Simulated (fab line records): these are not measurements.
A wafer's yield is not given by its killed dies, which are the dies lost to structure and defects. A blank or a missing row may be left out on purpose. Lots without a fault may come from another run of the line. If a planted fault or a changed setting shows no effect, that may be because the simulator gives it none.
Which tool is to blame? :: flow gf180mcu :: 13 lots with 39 wafers sampled at 5 steps, on a route of 602 steps

## WHAT THE GAUGES READ, wafer by wafer
GF_V4_OVL_MEAS_15.
lot: L780
measured: day 25 11:18
on: overlay-02
V4_OVL (nm): -2 -9 -5

lot: L783
measured: day 26 13:53
on: overlay-01
V4_OVL (nm): 2 4 2

lot: L784
measured: day 26 22:36
on: overlay-02
V4_OVL (nm): -1 -3 -4

lot: L785
measured: day 27 03:35
on: overlay-02
V4_OVL (nm): -16 -10 -9

lot: L787
measured: day 27 19:41
on: overlay-02
V4_OVL (nm): -4 -2 -1

lot: L791
measured: day 29 09:53
on: overlay-02
V4_OVL (nm): -12 -4 -1

lot: L792
measured: day 29 14:05
on: overlay-01
V4_OVL (nm): -8 -11 -6

lot: L793
measured: day 29 16:28
on: overlay-02
V4_OVL (nm): 7 -4 3

lot: L794
measured: day 29 20:35
on: overlay-01
V4_OVL (nm): -9 -7 0

lot: L797
measured: day 30 14:47
on: overlay-02
V4_OVL (nm): -7 -2 -11

lot: L798
measured: day 31 02:23
on: overlay-01
V4_OVL (nm): -3 -5 -8

lot: L799
measured: day 31 03:22
on: overlay-02
V4_OVL (nm): -10 -2 -7

lot: L800
measured: day 31 06:29
on: overlay-02
V4_OVL (nm): -2 -1 -1

GF_V4_RS_MEAS_24: measurement is done with a four-point probe.
lot: L780
measured: day 25 12:14
on: film-metro-02
V4_W_RS (ohm/sq): 0.323 0.316 0.323

lot: L783
measured: day 26 14:50
on: film-metro-01
V4_W_RS (ohm/sq): 0.322 0.332 0.325

lot: L784
measured: day 26 23:33
on: film-metro-03
V4_W_RS (ohm/sq): 0.327 0.327 0.322

lot: L785
measured: day 27 04:29
on: film-metro-03
V4_W_RS (ohm/sq): 0.319 0.329 0.319

lot: L787
measured: day 27 20:37
on: film-metro-03
V4_W_RS (ohm/sq): 0.328 0.324 0.329

lot: L791
measured: day 29 10:50
on: film-metro-01
V4_W_RS (ohm/sq): 0.323 0.322 0.321

lot: L792
measured: day 29 15:02
on: film-metro-02
V4_W_RS (ohm/sq): 0.316 0.314 0.328

lot: L793
measured: day 29 17:27
on: film-metro-01
V4_W_RS (ohm/sq): 0.336 0.318 0.321

lot: L794
measured: day 29 21:35
on: film-metro-03
V4_W_RS (ohm/sq): 0.337 0.335 0.319

lot: L797
measured: day 30 15:47
on: film-metro-02
V4_W_RS (ohm/sq): 0.321 0.326 0.322

lot: L798
measured: day 31 03:17
on: film-metro-02
V4_W_RS (ohm/sq): 0.327 0.328 0.326

lot: L799
measured: day 31 04:17
on: film-metro-03
V4_W_RS (ohm/sq): 0.329 0.317 0.331

lot: L800
measured: day 31 07:24
on: film-metro-02
V4_W_RS (ohm/sq): 0.316 0.330 0.330

GF_MIM_THK_MEAS_06.
lot: L780
measured: day 25 12:58
on: film-metro-04
MIM_CVD_05_THK (nm): 41.9 41.8 42.1

lot: L783
measured: day 26 15:32
on: film-metro-04
MIM_CVD_05_THK (nm): 43.4 44.7 44.3

lot: L784
measured: day 27 00:15
on: film-metro-04
MIM_CVD_05_THK (nm): 41.8 42.3 41.2

lot: L785
measured: day 27 05:14
on: film-metro-04
MIM_CVD_05_THK (nm): 43.1 44.1 44.0

lot: L787
measured: day 27 21:32
on: film-metro-01
MIM_CVD_05_THK (nm): 41.7 42.0 42.4

lot: L791
measured: day 29 11:34
on: film-metro-01
MIM_CVD_05_THK (nm): 42.6 42.4 43.1

lot: L792
measured: day 29 15:46
on: film-metro-04
MIM_CVD_05_THK (nm): 40.6 41.5 41.6

lot: L793
measured: day 29 18:11
on: film-metro-04
MIM_CVD_05_THK (nm): 42.8 42.5 41.5

lot: L794
measured: day 29 22:19
on: film-metro-04
MIM_CVD_05_THK (nm): 40.7 41.5 41.3

lot: L797
measured: day 30 16:29
on: film-metro-04
MIM_CVD_05_THK (nm): 41.6 42.4 42.9

lot: L798
measured: day 31 04:02
on: film-metro-04
MIM_CVD_05_THK (nm): 40.8 41.9 41.5

lot: L799
measured: day 31 05:01
on: film-metro-01
MIM_CVD_05_THK (nm): 41.7 40.4 41.3

lot: L800
measured: day 31 08:08
on: film-metro-01
MIM_CVD_05_THK (nm): 41.2 40.6 42.2

GF_M5_OVL_MEAS_08.
lot: L780
measured: day 27 06:49
on: overlay-01
M5_OVL (nm): -8 6 -5

lot: L783
measured: day 28 08:07
on: overlay-01
M5_OVL (nm): 11 14 8

lot: L784
measured: day 28 16:39
on: overlay-02
M5_OVL (nm): -6 -6 -8

lot: L785
measured: day 28 20:43
on: overlay-02
M5_OVL (nm): 5 1 1

lot: L787
measured: day 29 12:59
on: overlay-01
M5_OVL (nm): 2 -1 3

lot: L791
measured: day 31 01:08
on: overlay-02
M5_OVL (nm): 10 8 1

lot: L792
measured: day 31 04:50
on: overlay-01
M5_OVL (nm): 4 1 0

lot: L793
measured: day 31 06:41
on: overlay-01
M5_OVL (nm): 0 -6 12

lot: L794
measured: day 31 11:12
on: overlay-02
M5_OVL (nm): -3 -1 5

lot: L797
measured: day 32 04:11
on: overlay-01
M5_OVL (nm): 13 6 17

lot: L798
measured: day 32 13:29
on: overlay-02
M5_OVL (nm): 3 11 5

lot: L799
measured: day 32 15:19
on: overlay-02
M5_OVL (nm): 5 2 4

lot: L800
measured: day 32 18:52
on: overlay-01
M5_OVL (nm): -3 0 3

## WHICH TOOL RAN EACH LOT (tool, then ch and the chambers of the sampled wafers, then the start)
lot: L780
GF_MIM_CVD_05: pecvd-04 ch 1,2, day 25 12:55

lot: L783
GF_MIM_CVD_05: pecvd-02 ch 1,2, day 26 15:29

lot: L784
GF_MIM_CVD_05: pecvd-04 ch 0,1,2, day 27 00:13

lot: L785
GF_MIM_CVD_05: pecvd-02 ch 0,1, day 27 05:11

lot: L787
GF_MIM_CVD_05: pecvd-01 ch 0,1,2, day 27 21:30

lot: L791
GF_MIM_CVD_05: pecvd-01 ch 0,1,2, day 29 11:31

lot: L792
GF_MIM_CVD_05: pecvd-04 ch 1, day 29 15:43

lot: L793
GF_MIM_CVD_05: pecvd-02 ch 0,1,2, day 29 18:09

lot: L794
GF_MIM_CVD_05: pecvd-04 ch 1,2, day 29 22:16

lot: L797
GF_MIM_CVD_05: pecvd-02 ch 0,1,2, day 30 16:26

lot: L798
GF_MIM_CVD_05: pecvd-04 ch 0,1, day 31 03:59

lot: L799
GF_MIM_CVD_05: pecvd-04 ch 0,1,2, day 31 04:59

lot: L800
GF_MIM_CVD_05: pecvd-04 ch 0,1, day 31 08:06
- GF_MIM_CVD_05: deposits Si3N4, target thk 42 nm, time 29.086 s.

## WHAT THE TOOLS THEMSELVES READ (means of the sampled wafers that have a number; where no wafer has one, the mark that the record gives instead)
GF_MIM_CVD_05.
lot: L780
tool: pecvd-04
heater-power-outer-w (W): 432
heater-power-w (W): 761
rf-fwd-power-W (W): 443.6

lot: L783
tool: pecvd-02
heater-power-outer-w (W): 271
heater-power-w (W): 551
rf-fwd-power-W (W): 514.2

lot: L784
tool: pecvd-04
heater-power-outer-w (W): 355
heater-power-w (W): 641
rf-fwd-power-W (W): 445.2

lot: L785
tool: pecvd-02
heater-power-outer-w (W): 288
heater-power-w (W): 537
rf-fwd-power-W (W): 517.6

lot: L787
tool: pecvd-01
heater-power-outer-w (W): 382
heater-power-w (W): 641
rf-fwd-power-W (W): 443.9

lot: L791
tool: pecvd-01
heater-power-outer-w (W): 382
heater-power-w (W): 616
rf-fwd-power-W (W): 444.6

lot: L792
tool: pecvd-04
heater-power-outer-w (W): 311
heater-power-w (W): 590
rf-fwd-power-W (W): 444.9

lot: L793
tool: pecvd-02
heater-power-outer-w (W): 321
heater-power-w (W): 599
rf-fwd-power-W (W): 443.3

lot: L794
tool: pecvd-04
heater-power-outer-w (W): 406
heater-power-w (W): 708
rf-fwd-power-W (W): 444.0

lot: L797
tool: pecvd-02
heater-power-outer-w (W): 320
heater-power-w (W): 592
rf-fwd-power-W (W): 442.6

lot: L798
tool: pecvd-04
heater-power-outer-w (W): 378
heater-power-w (W): 670
rf-fwd-power-W (W): 444.9

lot: L799
tool: pecvd-04
heater-power-outer-w (W): 351
heater-power-w (W): 628
rf-fwd-power-W (W): 444.9

lot: L800
tool: pecvd-04
heater-power-outer-w (W): 339
heater-power-w (W): 629
rf-fwd-power-W (W): 446.0

## THE ANSWER, worked out from the rows above alone
Rule: what is usual is taken from the lots themselves. Put in order of their means at a reading, lots are off if they are a third of the lots or fewer, leave a main group of 4 or more, and stand apart from it by a gap of 3 or more times the standard deviation of the main group's means; of several such gaps the widest counts. A main group is skipped when, at the precision printed for the reading in the tables above, its means are all equal. Also off: a lot with no number at a reading for which 4 or more lots have one. Any other lot the step has rows for is counted as sound. After the gauges, taken in route order, come the tools' own readings; for these a lot's mean is taken, as printed above. At the first step where some lot is off, the reading lying furthest off is the one used; lots without a number count as furthest.
Off, at GF_MIM_CVD_05 on rf-fwd-power-W: L783, L785. Main group: mean 444.4 W, sd 0.93.
A tool fits if, at that step or a process step before it, it ran every lot that is off, and no sound lot after the first of them. Not one of the candidates tried fits.

## WHAT THE SIMULATOR HAD PUT IN
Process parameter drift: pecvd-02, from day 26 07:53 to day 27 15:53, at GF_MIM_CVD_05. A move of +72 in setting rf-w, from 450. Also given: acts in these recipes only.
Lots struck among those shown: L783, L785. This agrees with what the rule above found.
